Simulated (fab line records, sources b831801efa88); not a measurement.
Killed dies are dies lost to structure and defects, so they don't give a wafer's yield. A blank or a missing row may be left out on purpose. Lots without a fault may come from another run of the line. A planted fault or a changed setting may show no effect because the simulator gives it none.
A struck lot beside a sound one | flow gf180mcu | 15 steps out of a route of 602
Sound: wafers L841.2, L841.4, L841.6. Struck: wafers L852.3, L852.4, L852.6. The cause comes at the end.
At each step with rows: each side's tool, then ch and its chambers, then its first start. Under that, the readings that differ: sound wafers | struck wafers | difference of the means | sigmas: that difference in standard deviations of wafers without a fault.
alike: readings whose means differ by less than 2 such deviations, and words and numbers that are the same on both sides. not compared: withheld readings, readings that some wafer has no value for, bounds like >300 that may hide the same value, and numbers for which the record gives no deviation and whose values overlap.
The two part at a step that has a row with sigmas, a row that says differs or no value, or rows on one side only. Numbers that don't overlap but have no deviation are shown without sigmas and don't part them. A reading that every wafer of one side lacks parts them only if that side has two wafers or more.

first, 1 step without rows for these wafers: GF_V2_ETCH_16 (etches BARC in N2/H2).
GF_V2_ETCH_17: etches SiO2 in C4F8/O2/Ar, stops on TiN, target depth 630 nm.
  sound on rie_diel-03 ch 0,2,3; struck on rie_diel-02 ch 0,2,3
  alike: bias_w, oes_product_au
then, 3 steps without rows for these wafers: GF_V2_STRIP_18 (strips in O2/N2); GF_V2_STRIP_19 (strips in post etch residue remover, time 1200 s); GF_V2_CLEAN_20 (cleans in DIW).
GF_V2_SPUTTER_21: material Ti, target thk 15 nm, time 80.02 s.
  sound on pvd_sputter-03, day 22 08:31; struck on pvd_sputter-03, day 26 01:41
  alike: chamber_pressure_pa, throttle_valve_pct
GF_V2_SPUTTER_22: material TiN, target thk 10 nm, time 40 s.
  sound on pvd_sputter-03, day 22 08:35; struck on pvd_sputter-03, day 26 01:44
  alike: chamber_pressure_pa, throttle_valve_pct
GF_V2_CVD_23: deposits W, target thk 350 nm, time 104.94 s.
  sound on cvd_w-01 ch 1, day 22 08:37; struck on cvd_w-01 ch 0,1, day 26 01:49
  alike: heater_power_w
GF_V2_RS_MEAS_24: measures by four-point-probe.
  sound on film_metro-01, day 22 08:45; struck on film_metro-04, day 26 01:56
  alike: V2_W_RS
GF_V2_THK_MEAS_25: measures by xrf.
  sound on film_metro-01, day 22 08:52; struck on film_metro-04, day 26 02:02
  reading       | sound       | struck      | difference | sigmas
  V2_W_THK (nm) | 366 363 361 | 343 346 348 | -18        | -2
then, 1 step without rows for these wafers: GF_V2_CMP_26 (polishes, stops on SiO2, t overpolish 15 s, target thk 0 nm).
GF_M3_SPUTTER_00: material Ti, target thk 37.5 nm, time 150 s.
  sound on pvd_sputter-03, day 22 09:13; struck on pvd_sputter-04, day 26 02:22
  alike: chamber_pressure_pa, throttle_valve_pct
GF_M3_SPUTTER_01: material TiN, target thk 30 nm, time 25 s.
  sound on pvd_sputter-03, day 22 09:19; struck on pvd_sputter-04, day 26 02:28
  reading                                | sound                | struck               | difference | sigmas
  chamber_pressure_pa (Pa)               | 0.4004 0.3997 0.3988 | 0.3374 0.3380 0.3385 | -0.0617    | -56
  model.TiN_of_M3_SPUTTER_01.thk_nm (nm) | 29.73 29.74 30.25    | 30.67 30.82 31.22    | +1.00      |
  alike: throttle_valve_pct
then, 1 step without rows for these wafers: GF_M3_SPUTTER_02 (material AlCu, target thk 450 nm, time 23.9 s).
GF_PASSIVATION_PROBE_99:
  the record has rows for the sound wafers here (prober-01, day 30 14:43) and none for the struck ones

WHERE THEY PART
First at GF_V2_THK_MEAS_25; last, within this record, at GF_PASSIVATION_PROBE_99.

WHY: what the simulator had put in
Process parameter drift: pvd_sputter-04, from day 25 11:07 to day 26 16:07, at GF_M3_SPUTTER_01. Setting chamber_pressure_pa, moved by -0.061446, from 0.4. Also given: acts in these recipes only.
